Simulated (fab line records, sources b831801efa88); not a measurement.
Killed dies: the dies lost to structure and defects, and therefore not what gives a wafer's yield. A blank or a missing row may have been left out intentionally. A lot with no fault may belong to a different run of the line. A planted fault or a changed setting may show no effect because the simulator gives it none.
The tool behind it: which one? | flow sky130 | 11 lots with 33 wafers sampled at 7 steps, on a route of 708 steps

== WHAT THE GAUGES READ, wafer by wafer ==
SKY_RES_XHIGH_TW_MEAS_09.
lot  | measured     | on           | RES_XHIGH_TW
L574 | day 26 02:48 | filmMetro-04 | 1668 1672 1675
L577 | day 27 11:02 | filmMetro-04 | 1672 1664 1664
L578 | day 27 22:22 | filmMetro-03 | 1648 1659 1658
L582 | day 29 11:02 | filmMetro-03 | 1666 1662 1665
L580 | day 29 12:55 | filmMetro-04 | 1673 1668 1664
L589 | day 31 18:19 | filmMetro-02 | 1645 1651 1647
L591 | day 32 11:23 | filmMetro-04 | 1670 1666 1666
L593 | day 32 21:47 | filmMetro-03 | 1658 1658 1663
L594 | day 33 03:38 | filmMetro-02 | 1632 1629 1632
L595 | day 33 08:28 | filmMetro-03 | 1670 1664 1661
L597 | day 35 05:55 | filmMetro-03 | 1657 1666 1656

SKY_SD_N_OVL_MEAS_08.
lot  | measured     | on         | SD_N_OVL (nm)
L574 | day 27 08:17 | overlay-02 | -0.2 -2.3 -0.9
L577 | day 28 17:10 | overlay-01 | -2.3 -1.2 -0.6
L578 | day 29 03:43 | overlay-02 | -0.1 0.9 -1.1
L582 | day 30 13:52 | overlay-01 | -2.7 -0.9 -3.1
L580 | day 30 15:49 | overlay-02 | -0.8 1.4 -1.2
L589 | day 32 21:56 | overlay-01 | -2.2 -2.2 -1.0
L591 | day 33 14:08 | overlay-02 | -1.3 -1.7 -0.4
L593 | day 34 00:58 | overlay-02 | 1.3 -0.6 -0.8
L594 | day 34 05:46 | overlay-02 | 1.2 -0.4 -2.5
L595 | day 34 10:50 | overlay-01 | -1.0 -0.4 -1.2
L597 | day 36 08:05 | overlay-02 | 1.4 0.3 0.7

SKY_SD_N_TW_MEAS_12.
lot  | measured     | on           | SD_N_TW
L574 | day 27 08:43 | filmMetro-03 | 4036 4023 4037
L577 | day 28 17:35 | filmMetro-02 | 4008 4005 3995
L578 | day 29 04:08 | filmMetro-02 | 3990 3977 3988
L582 | day 30 14:19 | filmMetro-03 | 3934 3946 3942
L580 | day 30 16:16 | filmMetro-04 | 3924 3945 3925
L589 | day 32 22:23 | filmMetro-04 | 4060 4038 4031
L591 | day 33 14:34 | filmMetro-02 | 3965 3984 4003
L593 | day 34 01:23 | filmMetro-03 | 4041 4043 4053
L594 | day 34 06:11 | filmMetro-03 | 4052 4030 4036
L595 | day 34 11:16 | filmMetro-03 | 4005 4047 4007
L597 | day 36 08:31 | filmMetro-02 | 4013 4027 4017

SKY_SD_N_RS_MEAS_16: a four-point-probe measurement.
lot  | measured     | on           | SD_N_RS (ohm/sq)
L574 | day 27 09:01 | filmMetro-03 | 68.48 68.51 68.29
L577 | day 28 17:52 | filmMetro-04 | 68.47 68.74 68.44
L578 | day 29 04:25 | filmMetro-03 | 68.43 68.82 68.57
L582 | day 30 14:39 | filmMetro-02 | 71.75 71.84 71.74
L580 | day 30 16:34 | filmMetro-04 | 71.68 71.69 71.80
L589 | day 32 22:41 | filmMetro-03 | 68.42 68.49 68.46
L591 | day 33 14:50 | filmMetro-02 | 68.55 68.42 68.43
L593 | day 34 01:41 | filmMetro-04 | 68.69 68.56 68.44
L594 | day 34 06:29 | filmMetro-04 | 68.63 68.44 68.62
L595 | day 34 11:33 | filmMetro-04 | 68.47 68.59 68.55
L597 | day 36 08:49 | filmMetro-03 | 68.41 68.56 68.35

SKY_SD_N_RS_MEAS_17: a four-point-probe measurement.
lot  | measured     | on           | SD_P_RS (ohm/sq)
L574 | day 27 09:08 | filmMetro-03 | 146.7 147.0 147.3
L577 | day 28 17:59 | filmMetro-04 | 146.4 147.0 146.7
L578 | day 29 04:32 | filmMetro-03 | 147.6 147.0 147.5
L582 | day 30 14:46 | filmMetro-02 | 146.9 147.5 147.2
L580 | day 30 16:41 | filmMetro-04 | 146.8 146.8 146.8
L589 | day 32 22:48 | filmMetro-03 | 147.3 147.0 146.9
L591 | day 33 14:58 | filmMetro-02 | 147.2 146.6 146.9
L593 | day 34 01:48 | filmMetro-04 | 147.3 146.7 147.1
L594 | day 34 06:36 | filmMetro-04 | 147.2 147.4 146.7
L595 | day 34 11:40 | filmMetro-04 | 146.5 147.1 147.2
L597 | day 36 08:56 | filmMetro-03 | 147.1 147.2 147.5

== TOOL THAT RAN EACH LOT (tool first, then ch and the chambers of the sampled wafers, then the start) ==
lot  | SKY_SD_N_IMPLANT_09             | SKY_SD_N_STRIP_11
L574 | implanter-02 ch 0, day 27 08:20 | plasmaAsher-01 ch 1, day 27 08:37
L577 | implanter-01 ch 0, day 28 17:11 | plasmaAsher-03 ch 0,1, day 28 17:29
L578 | implanter-01 ch 0, day 29 03:44 | plasmaAsher-02 ch 0,1, day 29 04:02
L582 | implanter-01 ch 0, day 30 13:55 | plasmaAsher-03 ch 0,1, day 30 14:13
L580 | implanter-01 ch 0, day 30 15:53 | plasmaAsher-01 ch 0,1, day 30 16:10
L589 | implanter-03 ch 0, day 32 22:01 | plasmaAsher-02 ch 0,1, day 32 22:17
L591 | implanter-01 ch 0, day 33 14:10 | plasmaAsher-03 ch 0,1, day 33 14:28
L593 | implanter-02 ch 0, day 34 00:59 | plasmaAsher-02 ch 0,1, day 34 01:17
L594 | implanter-02 ch 0, day 34 05:47 | plasmaAsher-03 ch 0, day 34 06:05
L595 | implanter-01 ch 0, day 34 10:52 | plasmaAsher-03 ch 0,1, day 34 11:10
L597 | implanter-02 ch 0, day 36 08:08 | plasmaAsher-01 ch 0,1, day 36 08:25
- SKY_SD_N_IMPLANT_09
- SKY_SD_N_STRIP_11: strips in O2/N2.

== WHAT THE TOOLS THEMSELVES READ (means of the sampled wafers that have a number; where no wafer has one, the mark that the record gives instead) ==
SKY_SD_N_IMPLANT_09.
lot  | tool         | beamEnergyKeV | endStationPressureTorr (Torr)
L574 | implanter-02 | 49.987        | 1.25e-05
L577 | implanter-01 | 49.995        | 1.18e-05
L578 | implanter-01 | 50.002        | 1.25e-05
L582 | implanter-01 | 45.567        | 1.22e-05
L580 | implanter-01 | 45.574        | 1.33e-05
L589 | implanter-03 | 50.011        | 1.44e-05
L591 | implanter-01 | 49.997        | 1.22e-05
L593 | implanter-02 | 50.005        | 1.29e-05
L594 | implanter-02 | 50.007        | 1.33e-05
L595 | implanter-01 | 50.001        | 1.27e-05
L597 | implanter-02 | 49.987        | 1.25e-05

SKY_SD_N_STRIP_11.
lot  | tool           | drypumpMotorCurrentA (A) | n2FlowSccm (sccm) | oesProductAu (a.u.) | stripTimeToEndpointS (s)
L574 | plasmaAsher-01 | 6.2                      | 299.0             | 0.530               | 22.55
L577 | plasmaAsher-03 | 6.1                      | 299.7             | 0.531               | 22.54
L578 | plasmaAsher-02 | 6.2                      | 299.5             | 0.529               | 22.51
L582 | plasmaAsher-03 | 5.8                      | 300.3             | 0.535               | 21.89
L580 | plasmaAsher-01 | 5.8                      | 299.1             | 0.538               | 21.89
L589 | plasmaAsher-02 | 6.2                      | 299.8             | 0.526               | 22.52
L591 | plasmaAsher-03 | 5.8                      | 299.5             | 0.524               | 22.54
L593 | plasmaAsher-02 | 6.1                      | 300.0             | 0.527               | 22.48
L594 | plasmaAsher-03 | 6.3                      | 300.4             | 0.524               | 22.52
L595 | plasmaAsher-03 | 5.8                      | 300.5             | 0.526               | 22.51
L597 | plasmaAsher-01 | 5.8                      | 299.6             | 0.529               | 22.56

== THE ANSWER, worked out from the rows above alone ==
Rule: the lots themselves supply what counts as usual. Put in order of their means at a reading, lots are off if they are a third of the lots or fewer, leave a main group of 4 or more, and stand apart from it by a gap of 3 or more times the standard deviation of the main group's means; of several such gaps the widest counts. A main group whose means are all the same, to the digits that the tables above print for the reading, isn't used. A lot without any number at a reading at which 4 lots or more have one is off too. Where the step has rows for the other lots, those lots are counted as sound. The gauges are gone through in route order, then the tools' own readings, and for those a lot's mean is taken as printed above. At the first step where some lot is off, the reading lying furthest off is the one used; lots without a number count as furthest.
Off: at SKY_SD_N_RS_MEAS_16 (SD_N_RS), L582, L580. Mean 68.51 ohm/sq and standard deviation 0.061 in the main group.
A tool fits if, at a process step before that reading, it ran every lot that is off, and no sound lot after the first of them. The gauges at SKY_SD_N_RS_MEAS_16 aren't tried: what is off there is off at SKY_SD_N_IMPLANT_09 too, on other tools, and a gauge's error can't cause that. None of those tried fits.

== WHAT THE SIMULATOR HAD INSERTED ==
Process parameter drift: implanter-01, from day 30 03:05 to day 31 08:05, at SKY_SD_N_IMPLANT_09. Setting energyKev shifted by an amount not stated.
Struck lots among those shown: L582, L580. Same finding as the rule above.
